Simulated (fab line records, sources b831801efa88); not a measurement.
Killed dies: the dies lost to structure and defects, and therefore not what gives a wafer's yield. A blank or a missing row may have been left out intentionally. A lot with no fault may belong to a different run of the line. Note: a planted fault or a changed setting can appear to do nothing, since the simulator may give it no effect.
fab line records -- flow sky130
record lots=13, wafers=39, last_day=50
route steps=708 shown VIA2@527 CAPM@539 PAD_OPEN@708
lots that met no fault: from a run of the same line without faults
start_h: hours from the record's first day to the start of the lot's first wafer shown -- wait_h: hours from the lot's prior step to this one -- " identical to the entry in the row above -- L1.1+2: several wafers, shown together as one row -- - no value, or no start was given -- * or withheld: withheld -- < > ~ a bound
route shown NAME@n: names a module that has steps shown in the file, with the first one's number in the route -- usual: average and standard deviation across the fault-free wafers -- same: alike in all rows -- chamber/n: place in a boat -- sites: per-site readings -- _std_site: their standard deviation -- _edge_site: inner sites' mean taken away from outer sites' mean -- radius_mm: how far each site lies from the wafer's centre -- mask NAME#n: copy n -- behind: the tool/chamber that last shaped the wafer -- hold: the reason the lot was held/the length of the hold in hours/how it ended -- device: the n, p or np transistor that did not switch -- end of line: the same wafers' tests at the end of the route -- a step with no rows: only its recipe -- killed: dies lost to structure and defects at the first sort, not the wafer's yield -- map: a wafer's dies, x killed, . not, _ none there
set.NAME: setting as actually run; set.NAME@STEP: the setting as run at that earlier step -- model.NAME: the simulator's own value behind a step, which no gauge read
route steps across a sampled set of lots; one table per step, one row per wafer
services: from which hour (start_h, from the record's first day; less than 0 if before it) a tool's chamber was out of use, for how many hours, and why
## steps
# step SKY_VIA2_SPUTTER_20
# recipe material=TiN, target_thk_nm=20, chamber_pressure_pa=5, power_w=4000, time_s=80
# usual throttle_valve_pct=29.6/0.7
lot.wafer,tool,chamber,start_h,wait_h,throttle_valve_pct
L660.1,pvd_sputter-04,-,838.00,0.0,29.8
L660.3,pvd_sputter-04,-,838.00,0.0,29.9
L660.5,pvd_sputter-04,-,838.00,0.0,29.7
L661.3,pvd_sputter-04,-,866.85,0.0,30.0
L661.4,pvd_sputter-04,-,866.85,0.0,29.5
L661.5,pvd_sputter-04,-,866.85,0.0,29.4
L664.3,pvd_sputter-03,-,905.09,0.0,28.2
L664.4,pvd_sputter-03,-,905.09,0.0,29.0
L664.6,pvd_sputter-03,-,905.09,0.0,29.4
L665.1,pvd_sputter-03,-,906.75,0.0,28.2
L665.3,pvd_sputter-03,-,906.75,0.0,29.2
L665.5,pvd_sputter-03,-,906.75,0.0,30.0
L670.1,pvd_sputter-03,-,929.15,0.0,28.4
L670.2,pvd_sputter-03,-,929.15,0.0,29.0
L670.3,pvd_sputter-03,-,929.15,0.0,30.0
L672.2,pvd_sputter-03,-,936.24,0.0,30.2
L672.3,pvd_sputter-03,-,936.24,0.0,29.6
L672.6,pvd_sputter-03,-,936.24,0.0,30.0
L673.1,pvd_sputter-04,-,948.24,0.0,30.0
L673.5,pvd_sputter-04,-,948.24,0.0,29.8
L673.6,pvd_sputter-04,-,948.24,0.0,30.5
L678.3,pvd_sputter-04,-,990.74,0.0,30.5
L678.4,pvd_sputter-04,-,990.74,0.0,30.1
L678.6,pvd_sputter-04,-,990.74,0.0,29.6
L679.2,pvd_sputter-04,-,996.39,0.0,30.0
L679.4,pvd_sputter-04,-,996.39,0.0,29.5
L679.5,pvd_sputter-04,-,996.39,0.0,30.0
L681.1,pvd_sputter-01,-,1001.20,0.0,29.8
L681.4,pvd_sputter-01,-,1001.20,0.0,29.1
L681.6,pvd_sputter-01,-,1001.20,0.0,28.6
L680.1,pvd_sputter-03,-,1005.09,0.0,29.3
L680.4,pvd_sputter-03,-,1005.09,0.0,28.3
L680.6,pvd_sputter-03,-,1005.09,0.0,29.9
L682.3,pvd_sputter-04,-,1006.09,0.0,29.9
L682.4,pvd_sputter-04,-,1006.09,0.0,30.5
L682.5,pvd_sputter-04,-,1006.09,0.0,30.6
L683.2,pvd_sputter-03,-,1015.90,0.0,29.6
L683.3,pvd_sputter-03,-,1015.90,0.0,30.1
L683.5,pvd_sputter-03,-,1015.90,0.0,30.1
# step SKY_VIA2_CVD_21
# recipe material=W, target_thk_nm=420, time_s=126.4, temp_c=400, pressure_torr=40
# usual heater_power_w=884/110
lot.wafer,tool,chamber,start_h,wait_h,heater_power_w
L660.1,cvd_w-01,1,838.06,0.0,823
L660.3,cvd_w-01,0,838.06,0.0,861
L660.5,cvd_w-01,0,838.06,0.0,881
L661.3,cvd_w-01,0,866.96,0.1,874
L661.4,cvd_w-01,1,866.96,0.1,847
L661.5,cvd_w-01,1,866.96,0.1,829
L664.3,cvd_w-02,0,905.19,0.1,1027
L664.4,cvd_w-02,1,905.19,0.1,784
L664.6,cvd_w-02,1,905.19,0.1,796
L665.1,cvd_w-02,1,906.81,0.0,780
L665.3,cvd_w-02,0,906.81,0.0,1046
L665.5,cvd_w-02,1,906.81,0.0,766
L670.1,cvd_w-02,0,929.21,0.0,1055
L670.2,cvd_w-02,1,929.21,0.0,792
L670.3,cvd_w-02,1,929.21,0.0,786
L672.2,cvd_w-01,1,936.30,0.0,815
L672.3,cvd_w-01,1,936.30,0.0,816
L672.6,cvd_w-01,0,936.30,0.0,851
L673.1,cvd_w-01,0,948.30,0.0,844
L673.5,cvd_w-01,0,948.30,0.0,863
L673.6,cvd_w-01,1,948.30,0.0,796
L678.3,cvd_w-02,0,990.85,0.1,1071
L678.4,cvd_w-02,1,990.85,0.1,789
L678.6,cvd_w-02,0,990.85,0.1,1056
L679.2,cvd_w-01,0,996.45,0.0,838
L679.4,cvd_w-01,1,996.45,0.0,812
L679.5,cvd_w-01,0,996.45,0.0,826
L681.1,cvd_w-02,1,1001.26,0.0,792
L681.4,cvd_w-02,0,1001.26,0.0,1081
L681.6,cvd_w-02,1,1001.26,0.0,785
L680.1,cvd_w-02,0,1005.15,0.0,1064
L680.4,cvd_w-02,0,1005.15,0.0,1082
L680.6,cvd_w-02,0,1005.15,0.0,1053
L682.3,cvd_w-02,1,1006.19,0.1,796
L682.4,cvd_w-02,0,1006.19,0.1,1034
L682.5,cvd_w-02,1,1006.19,0.1,777
L683.2,cvd_w-01,1,1015.96,0.0,807
L683.3,cvd_w-01,1,1015.96,0.0,827
L683.5,cvd_w-01,1,1015.96,0.0,820
# step SKY_CAPM_SPUTTER_02
# recipe material=TiN, target_thk_nm=200, temp_c=300, power_w=6500, time_s=174.7, chamber_pressure_pa=0.4
# usual throttle_valve_pct=30.0/0.83
lot.wafer,tool,chamber,start_h,wait_h,throttle_valve_pct
L660.1,pvd_sputter-01,-,838.91,0.1,28.5
L660.3,pvd_sputter-01,-,838.91,0.1,30.0
L660.5,pvd_sputter-01,-,838.91,0.1,29.7
L661.3,pvd_sputter-02,-,867.77,0.0,30.4
L661.4,pvd_sputter-02,-,867.77,0.0,30.4
L661.5,pvd_sputter-02,-,867.77,0.0,30.5
L664.3,pvd_sputter-01,-,905.99,0.0,30.9
L664.4,pvd_sputter-01,-,905.99,0.0,28.3
L664.6,pvd_sputter-01,-,905.99,0.0,29.8
L665.1,pvd_sputter-01,-,907.66,0.1,29.8
L665.3,pvd_sputter-01,-,907.66,0.1,28.8
L665.5,pvd_sputter-01,-,907.66,0.1,30.0
L670.1,pvd_sputter-02,-,930.25,0.1,31.7
L670.2,pvd_sputter-02,-,930.25,0.1,30.6
L670.3,pvd_sputter-02,-,930.25,0.1,29.8
L672.2,pvd_sputter-02,-,937.15,0.0,31.5
L672.3,pvd_sputter-02,-,937.15,0.0,30.7
L672.6,pvd_sputter-02,-,937.15,0.0,31.6
L673.1,pvd_sputter-04,-,949.15,0.1,29.9
L673.5,pvd_sputter-04,-,949.15,0.1,30.7
L673.6,pvd_sputter-04,-,949.15,0.1,30.0
L678.3,pvd_sputter-04,-,991.65,0.0,30.1
L678.4,pvd_sputter-04,-,991.65,0.0,30.7
L678.6,pvd_sputter-04,-,991.65,0.0,30.3
L679.2,pvd_sputter-01,-,997.31,0.0,29.7
L679.4,pvd_sputter-01,-,997.31,0.0,29.5
L679.5,pvd_sputter-01,-,997.31,0.0,29.3
L681.1,pvd_sputter-01,-,1002.10,0.1,29.3
L681.4,pvd_sputter-01,-,1002.10,0.1,28.8
L681.6,pvd_sputter-01,-,1002.10,0.1,28.5
L680.1,pvd_sputter-01,-,1006.05,0.1,28.8
L680.4,pvd_sputter-01,-,1006.05,0.1,29.8
L680.6,pvd_sputter-01,-,1006.05,0.1,29.6
L682.3,pvd_sputter-01,-,1006.99,0.0,28.5
L682.4,pvd_sputter-01,-,1006.99,0.0,29.9
L682.5,pvd_sputter-01,-,1006.99,0.0,30.9
L683.2,pvd_sputter-01,-,1016.81,0.0,28.7
L683.3,pvd_sputter-01,-,1016.81,0.0,30.7
L683.5,pvd_sputter-01,-,1016.81,0.0,29.6
# step SKY_CAPM_SOFTBAKE_08
# recipe temp_c=90, time_s=60, resist=NOVOLAK
# usual chill_plate_temp_C=23.00/0.12, heater_power_total_W=56.60/0.046, plate_temp_C=90.02/0.13
lot.wafer,tool,chamber,start_h,wait_h,chill_plate_temp_C,heater_power_total_W,plate_temp_C
L660.1,litho_track-03,0,851.55,0.1,23.18,56.64,89.95
L660.3,litho_track-03,0,851.55,0.1,23.06,56.55,89.96
L660.5,litho_track-03,0,851.55,0.1,22.83,56.55,89.92
L661.3,litho_track-03,0,880.15,0.1,22.85,56.62,90.36
L661.4,litho_track-03,0,880.15,0.1,22.89,56.57,90.26
L661.5,litho_track-03,0,880.15,0.1,23.05,56.54,90.07
L664.3,litho_track-02,0,918.73,0.1,22.98,56.62,90.06
L664.4,litho_track-02,0,918.73,0.1,22.85,56.66,90.22
L664.6,litho_track-02,0,918.73,0.1,22.89,56.52,89.89
L665.1,litho_track-02,0,920.23,0.1,23.03,56.59,90.21
L665.3,litho_track-02,0,920.23,0.1,22.93,56.66,90.00
L665.5,litho_track-02,0,920.23,0.1,22.92,56.59,90.16
L670.1,litho_track-02,0,942.18,0.1,23.14,56.55,89.89
L670.2,litho_track-02,0,942.18,0.1,22.91,56.56,90.13
L670.3,litho_track-02,0,942.18,0.1,23.12,56.65,89.87
L672.2,litho_track-03,0,949.32,0.1,23.08,58.50,91.87
L672.3,litho_track-03,0,949.32,0.1,22.95,58.47,91.78
L672.6,litho_track-03,0,949.32,0.1,23.08,58.47,91.91
L673.1,litho_track-03,0,961.15,0.1,23.20,58.43,92.04
L673.5,litho_track-03,0,961.15,0.1,23.20,58.37,91.96
L673.6,litho_track-03,0,961.15,0.1,23.09,58.47,92.30
L678.3,litho_track-02,0,1003.78,0.1,22.82,56.54,89.95
L678.4,litho_track-02,0,1003.78,0.1,22.84,56.63,90.03
L678.6,litho_track-02,0,1003.78,0.1,22.93,56.60,90.08
L679.2,litho_track-02,0,1008.05,0.1,23.16,56.54,90.15
L679.4,litho_track-02,0,1008.05,0.1,23.09,56.58,90.11
L679.5,litho_track-02,0,1008.05,0.1,23.07,56.68,90.07
L681.1,litho_track-04,0,1013.09,0.1,22.85,56.62,89.93
L681.4,litho_track-04,0,1013.09,0.1,22.90,56.55,90.10
L681.6,litho_track-04,0,1013.09,0.1,22.96,56.55,89.87
L680.1,litho_track-02,0,1016.58,0.1,23.01,56.56,90.20
L680.4,litho_track-02,0,1016.58,0.1,22.94,56.56,90.13
L680.6,litho_track-02,0,1016.58,0.1,23.12,56.64,90.25
L682.3,litho_track-04,0,1018.24,0.1,22.80,56.58,90.08
L682.4,litho_track-04,0,1018.24,0.1,22.90,56.59,89.95
L682.5,litho_track-04,0,1018.24,0.1,22.77,56.65,90.14
L683.2,litho_track-03,0,1028.42,0.1,22.98,56.57,90.05
L683.3,litho_track-03,0,1028.42,0.1,22.97,56.52,89.79
L683.5,litho_track-03,0,1028.42,0.1,22.93,56.58,89.93
# step SKY_PAD_OPEN_PROBE_99
# usual defect_limited_yield=82.3/2.1, killed_at_M0_to_M3=43/7.4, killed_at_M4_up=3.1/1.8, killed_at_contacts=26/5.6, killed_at_front_end=15/4.9, killed_at_other=0.2/0.44, killed_dies=87/10, killed_open=48/7.6, killed_short=39/6.2, sort_bin_3_pad_short=0.9/0.43, sort_bin_5_function=10.5/1.5, sort_bin_6_memory=6.3/1.2, sort_n_pass=405/10, sort_yield_pct=82.3/2.1
# same gross_dies=492, killed_at_back_side=0, sort_bin_4_leakage[%]=0, sort_bin_8_speed[%]=0
lot.wafer,tool,chamber,start_h,wait_h,defect_limited_yield[%],killed_at_M0_to_M3,killed_at_M4_up,killed_at_contacts,killed_at_front_end,killed_at_other,killed_dies,killed_open,killed_short,sort_bin_3_pad_short[%],sort_bin_5_function[%],sort_bin_6_memory[%],sort_n_pass,sort_yield_pct[%]
L670.1,prober-01,-,1139.16,0.1,84.1,40,6,16,16,0,78,37,41,0,9.8,6.1,414,84.1
L670.2,prober-01,-,1139.21,0.1,83.5,43,2,19,16,1,81,32,47,0.8,11.0,4.7,411,83.5
L670.3,prober-01,-,1139.26,0.2,83.9,40,0,24,15,0,79,39,39,1.0,9.8,5.3,413,83.9
L672.2,prober-01,-,1145.00,0.1,82.9,47,2,18,17,0,84,46,38,1.2,8.9,6.9,408,82.9
L672.3,prober-01,-,1145.05,0.2,87.0,34,1,22,7,0,64,38,26,0.6,6.7,5.7,428,87.0
L672.6,prober-01,-,1145.20,0.2,84.3,39,6,21,11,0,77,46,30,0.6,10.0,5.1,415,84.3
L673.1,prober-02,-,1153.07,0.1,84.6,36,5,20,15,0,76,37,39,1.8,7.1,6.5,416,84.6
L673.5,prober-02,-,1153.27,0.2,83.1,50,5,19,9,0,83,44,39,0.8,10.0,6.1,409,83.1
L673.6,prober-02,-,1153.32,0.2,80.1,49,3,28,17,1,98,59,39,1.0,11.2,7.7,394,80.1
L681.1,prober-01,-,1189.44,0.1,87.0,33,4,19,8,0,64,35,29,0.6,7.9,4.5,428,87.0
L681.4,prober-01,-,1189.59,0.2,83.1,41,4,25,13,0,83,46,37,0.8,10.2,5.9,409,83.1
L681.6,prober-01,-,1189.69,0.2,80.9,45,2,40,7,0,94,53,41,0.4,12.0,6.7,398,80.9
L680.1,prober-02,-,1192.69,0.1,82.3,33,4,25,25,0,87,47,40,0.4,9.8,7.5,405,82.3
L680.4,prober-02,-,1192.84,0.2,80.7,48,8,27,12,0,95,47,47,0.8,10.8,7.7,397,80.7
L680.6,prober-02,-,1192.94,0.2,81.5,52,7,21,11,0,91,52,39,0.6,12.0,5.9,401,81.5
L683.2,prober-01,-,1201.65,0.1,81.1,45,3,34,11,0,93,54,39,1.2,10.4,7.3,399,81.1
L683.3,prober-01,-,1201.70,0.2,83.7,43,1,26,10,0,80,46,34,0,10.2,6.1,412,83.7
L683.5,prober-01,-,1201.80,0.2,84.6,40,3,19,14,0,76,43,32,1.0,9.1,5.3,416,84.6
# killed by level:class
L670.1 LI_CONTACT:geometric_particle:open=8 METAL1:geometric_particle:short=7 VIA1:geometric_particle:short=7 POLY_GATE:geometric_particle:open=5 VIA1:geometric_particle:open=5 METAL2:geometric_particle:short=5 METAL4:geometric_particle:short=5 FIELD_ISO:geometric_particle:open=4
L670.2 METAL1:geometric_particle:short=10 VIA1:geometric_particle:open=7 LOCAL_INTERCONNECT:geometric_particle:short=6 POLY_GATE:geometric_particle:short=5 LI_CONTACT:geometric_particle:open=5 METAL2:geometric_particle:short=5 FIELD_ISO:geometric_particle:short=4 CONTACT:geometric_particle:open=4
L670.3 VIA3:geometric_particle:open=9 LI_CONTACT:geometric_particle:open=9 METAL2:geometric_particle:short=7 FIELD_ISO:geometric_particle:short=6 VIA2:geometric_particle:open=6 CONTACT:geometric_particle:short=4 CONTACT:geometric_particle:open=4 METAL1:geometric_particle:short=4
L672.2 VIA1:geometric_particle:open=10 CONTACT:geometric_particle:open=9 FIELD_ISO:geometric_particle:short=6 LI_CONTACT:geometric_particle:open=6 METAL1:geometric_particle:short=6 VIA2:geometric_particle:short=5 VIA2:geometric_particle:open=5 FIELD_ISO:geometric_particle:open=4
L672.3 CONTACT:geometric_particle:open=9 VIA1:geometric_particle:open=9 METAL1:geometric_particle:short=7 CONTACT:geometric_particle:short=6 VIA2:geometric_particle:open=5 VIA3:geometric_particle:open=5 LOCAL_INTERCONNECT:geometric_particle:short=4 VIA1:geometric_particle:short=3
L672.6 VIA2:geometric_particle:open=8 LI_CONTACT:geometric_particle:open=7 VIA1:geometric_particle:open=6 METAL1:geometric_particle:short=6 CONTACT:geometric_particle:open=5 FIELD_ISO:geometric_particle:open=4 LI_CONTACT:geometric_particle:short=4 METAL2:geometric_particle:short=4
L673.1 VIA3:geometric_particle:open=12 CONTACT:geometric_particle:open=7 FIELD_ISO:geometric_particle:short=5 FIELD_ISO:geometric_particle:open=4 POLY_GATE:geometric_particle:short=4 LOCAL_INTERCONNECT:geometric_particle:short=4 VIA1:geometric_particle:open=4 METAL2:geometric_particle:short=4
L673.5 VIA1:geometric_particle:open=12 VIA2:geometric_particle:open=8 METAL2:geometric_particle:short=7 CONTACT:geometric_particle:open=6 METAL1:geometric_particle:short=5 VIA2:geometric_particle:short=4 LOCAL_INTERCONNECT:geometric_particle:short=4 CONTACT:geometric_particle:short=4
L673.6 VIA2:geometric_particle:open=12 CONTACT:geometric_particle:open=11 VIA1:geometric_particle:open=8 LI_CONTACT:geometric_particle:open=7 VIA3:geometric_particle:open=6 FIELD_ISO:geometric_particle:open=5 METAL2:geometric_particle:short=5 CONTACT:geometric_particle:short=5
L681.1 LI_CONTACT:geometric_particle:open=10 VIA3:geometric_particle:open=7 VIA1:geometric_particle:short=6 CONTACT:geometric_particle:open=5 VIA1:geometric_particle:open=5 METAL2:geometric_particle:short=5 VIA2:geometric_particle:open=4 METAL4:geometric_particle:short=4
L681.4 CONTACT:geometric_particle:open=9 LI_CONTACT:geometric_particle:open=8 VIA1:geometric_particle:open=8 VIA3:geometric_particle:open=7 METAL2:geometric_particle:short=6 METAL1:geometric_particle:short=5 VIA2:geometric_particle:open=5 LOCAL_INTERCONNECT:geometric_particle:short=4
L681.6 LI_CONTACT:geometric_particle:open=12 CONTACT:geometric_particle:open=11 VIA3:geometric_particle:open=8 VIA1:geometric_particle:open=7 CONTACT:geometric_particle:short=7 METAL2:geometric_particle:short=7 LOCAL_INTERCONNECT:geometric_particle:short=5 VIA2:geometric_particle:open=5
L680.1 CONTACT:geometric_particle:open=10 POLY_GATE:geometric_particle:short=9 VIA1:geometric_particle:open=9 VIA2:geometric_particle:open=7 POLY_GATE:geometric_particle:open=5 LI_CONTACT:geometric_particle:open=5 LOCAL_INTERCONNECT:geometric_particle:short=5 METAL1:geometric_particle:short=5
L680.4 VIA1:geometric_particle:open=10 LI_CONTACT:geometric_particle:open=9 METAL2:geometric_particle:short=7 VIA3:geometric_particle:open=7 LOCAL_INTERCONNECT:geometric_particle:short=6 CONTACT:geometric_particle:open=6 VIA2:geometric_particle:open=6 LI_CONTACT:geometric_particle:short=5
L680.6 VIA1:geometric_particle:open=16 CONTACT:geometric_particle:open=9 METAL2:geometric_particle:short=6 VIA2:geometric_particle:open=6 LI_CONTACT:geometric_particle:open=5 VIA2:geometric_particle:short=5 METAL3:geometric_particle:short=4 LI_CONTACT:geometric_particle:short=4
L683.2 CONTACT:geometric_particle:open=14 VIA2:geometric_particle:open=9 LI_CONTACT:geometric_particle:open=8 VIA1:geometric_particle:open=7 METAL1:geometric_particle:short=6 METAL2:geometric_particle:short=6 CONTACT:geometric_particle:short=5 VIA3:geometric_particle:open=5
L683.3 CONTACT:geometric_particle:open=11 LI_CONTACT:geometric_particle:open=9 VIA1:geometric_particle:open=8 VIA3:geometric_particle:short=8 METAL1:geometric_particle:short=5 VIA2:geometric_particle:open=5 VIA2:geometric_particle:short=4 VIA3:geometric_particle:open=4
L683.5 CONTACT:geometric_particle:open=9 VIA1:geometric_particle:open=9 METAL2:geometric_particle:short=8 LI_CONTACT:geometric_particle:open=7 METAL1:geometric_particle:short=6 FIELD_ISO:geometric_particle:short=5 POLY_GATE:geometric_particle:open=5 VIA2:geometric_particle:open=4
## services
tool,chamber,start_h,hours,kind
litho_track-04,-,838.20,-,consumable_replace:filter
cvd_w-01,1,845.77,10.6,repair
cvd_w-02,-,847.07,0.7,repair
pvd_sputter-01,-,847.18,9.9,repair
pvd_sputter-02,-,882.23,5.3,repair
cvd_w-01,-,904.00,14.0,pm
cvd_w-01,0,904.00,14.0,vent_cycle
cvd_w-01,1,904.00,14.0,vent_cycle
pvd_sputter-01,-,908.48,6.3,repair
cvd_w-01,0,918.00,-,clean
cvd_w-01,1,918.00,-,clean
pvd_sputter-01,-,928.45,2.9,repair
pvd_sputter-01,-,935.12,4.5,repair
cvd_w-02,1,964.27,5.6,repair
pvd_sputter-03,-,966.55,3.4,repair
pvd_sputter-02,-,1005.81,5.8,repair
cvd_w-02,-,1006.53,0.9,repair
pvd_sputter-04,-,1020.83,1.3,repair
## key
first_sign step=SKY_CAPM_SOFTBAKE_08, reading=heater_power_total_W, direction=up, sigmas=41, usual=*, struck=*
effect step=SKY_CAPM_SOFTBAKE_08, reading=plate_temp_C, direction=up, sigmas=15, usual=*, struck=*
met_at SKY_CAPM_SOFTBAKE_08
struck_lots L672,L673
not_acting_at SKY_VIA2_SPUTTER_20,SKY_VIA2_CVD_21,SKY_CAPM_SPUTTER_02
onset_between 880.15 949.32
fault kind=process_parameter_drift, tool=litho_track-03, chamber=-, onset_h=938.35, steps=SKY_CAPM_SOFTBAKE_08, channel=temp_c, offset=*, shape=step, end_h=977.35, acts_in=*, stated=*
